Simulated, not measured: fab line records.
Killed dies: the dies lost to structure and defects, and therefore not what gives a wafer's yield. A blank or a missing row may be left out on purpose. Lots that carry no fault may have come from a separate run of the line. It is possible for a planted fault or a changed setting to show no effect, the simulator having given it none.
Chamber matching :: flow gf180mcu :: GF_V5_CVD_02 on pecvd-04: 3 sister chambers
The step deposits SiO2 from TEOS, target thk 1450 nm, time 163.28 s. 18 wafers are shown with their chamber, then 9 later ones without.

## WAFERS PAIRED WITH THEIR CHAMBERS
wafer: L640.1
chamber: 1
heater power w (W): 630

wafer: L640.3
chamber: 0
heater power w (W): 835

wafer: L640.6
chamber: 0
heater power w (W): 968

wafer: L642.1
chamber: 1
heater power w (W): 739

wafer: L642.2
chamber: 2
heater power w (W): 633

wafer: L642.4
chamber: 1
heater power w (W): 635

wafer: L646.1
chamber: 0
heater power w (W): 918

wafer: L646.2
chamber: 2
heater power w (W): 629

wafer: L646.5
chamber: 2
heater power w (W): 532

wafer: L647.2
chamber: 2
heater power w (W): 540

wafer: L647.3
chamber: 1
heater power w (W): 790

wafer: L647.4
chamber: 0
heater power w (W): 952

wafer: L649.1
chamber: 1
heater power w (W): 624

wafer: L649.4
chamber: 1
heater power w (W): 747

wafer: L649.5
chamber: 0
heater power w (W): 770

wafer: L650.1
chamber: 2
heater power w (W): 549

wafer: L650.2
chamber: 0
heater power w (W): 857

wafer: L650.4
chamber: 2
heater power w (W): 634

SIGNATURES, as means of the wafers listed above
reading: heater power w
chamber 0: 883.33
chamber 1: 694.17
chamber 2: 586.17
scatter within a chamber: 67.5
Rule: for a wafer and a chamber, the distance is found by dividing, reading by reading, the gap between the wafer's reading and the chamber's mean by the reading's scatter, squaring, summing and taking the root. If the next closest chamber is less than 2 further off than the closest, the wafer can't be placed; otherwise it belongs to the closest. The scatter: take each reading less its chamber's mean, square it, sum over the shown wafers, divide by the number of wafers less the number of chambers, and take the root.

## WAFERS WITH NO CHAMBER GIVEN
wafer: L658.1
heater power w (W): 639

wafer: L658.3
heater power w (W): 896

wafer: L658.5
heater power w (W): 961

wafer: L661.1
heater power w (W): 643

wafer: L661.4
heater power w (W): 527

wafer: L661.5
heater power w (W): 947

wafer: L662.2
heater power w (W): 882

wafer: L662.3
heater power w (W): 571

wafer: L662.4
heater power w (W): 625

## EACH ONE'S CHAMBER
wafer: L658.1
from the rows above: can't be placed: 2 or 1
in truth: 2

wafer: L658.3
from the rows above: 0
in truth: 0

wafer: L658.5
from the rows above: 0
in truth: 0

wafer: L661.1
from the rows above: can't be placed: 1 or 2
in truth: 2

wafer: L661.4
from the rows above: can't be placed: 2 or 1
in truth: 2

wafer: L661.5
from the rows above: 0
in truth: 0

wafer: L662.2
from the rows above: 0
in truth: 0

wafer: L662.3
from the rows above: can't be placed: 2 or 1
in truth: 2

wafer: L662.4
from the rows above: can't be placed: 2 or 1
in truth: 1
Placed correctly: 4 of 9. These rows do not allow placing 5 (true chamber among the candidates in 5). 0 placed wrongly.
